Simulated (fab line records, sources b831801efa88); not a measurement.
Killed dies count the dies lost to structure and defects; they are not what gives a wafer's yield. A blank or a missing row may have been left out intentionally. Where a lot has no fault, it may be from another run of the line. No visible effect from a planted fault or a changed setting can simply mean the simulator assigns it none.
One fault seen from 2 desks ; flow gf180mcu ; what lay behind the numbers comes last; until then each desk has only its own

## THE METROLOGY DESK
Lot by lot, what the gauges showed, no matter which tool ran the lot: averages of those sampled wafers that carry a number. A lot is out of limits, marked OUT, if its mean lies more than 4 standard deviations from the usual mean; the brackets give that distance.
Columns: A = V2_CVD_02_THK at GF_V2_THK_MEAS_03, usual 849 nm
lot;first seen here;A
L710;day 18 23:53;845
L711;day 19 16:20;863
L712;day 20 02:03;849
L714;day 20 15:56;846
L715;day 20 23:11;842
L716;day 21 14:37;849
L717;day 21 21:32;854
L719;day 22 10:57;836
L726;day 25 02:10;849
L731;day 26 16:08;861
L732;day 26 23:23;838
L733;day 27 05:58;856
This desk found nothing out of limits on any of the 12 lots.

## DESK OF THE TOOL OWNER: plasma-asher-04
The tool's own readings at GF_M2_STRIP_17 (strips in O2/N2): means of the sampled wafers that have a number, for each lot that ran on this tool. A lot is out of limits, marked OUT, if its mean lies more than 4 standard deviations from the usual mean; the brackets give that distance.
Columns: A = drypump-motor-current-A at GF_M2_STRIP_17, usual 5.7 A; B = heater-power-w at GF_M2_STRIP_17, usual 329 W; C = oes-product-au at GF_M2_STRIP_17, usual 0.557 a.u.; D = strip-time-to-endpoint-s at GF_M2_STRIP_17, usual 7.87 s
lot;first seen here;A;B;C;D
L710;day 18 23:05;5.1;320;0.565;7.97
L714;day 20 15:13;5.2;321;0.555;7.86
L715;day 20 22:28;5.3;305;0.553;7.87
L726;day 25 01:27;5.1;327;0.559;7.88
This desk found nothing out of limits on any of the 4 lots.

## ALL TOGETHER
At the metrology desk, nothing out of limits was observed.
The desk of the tool owner found nothing out of limits.

## WHAT THE SIMULATOR HAD PUT IN
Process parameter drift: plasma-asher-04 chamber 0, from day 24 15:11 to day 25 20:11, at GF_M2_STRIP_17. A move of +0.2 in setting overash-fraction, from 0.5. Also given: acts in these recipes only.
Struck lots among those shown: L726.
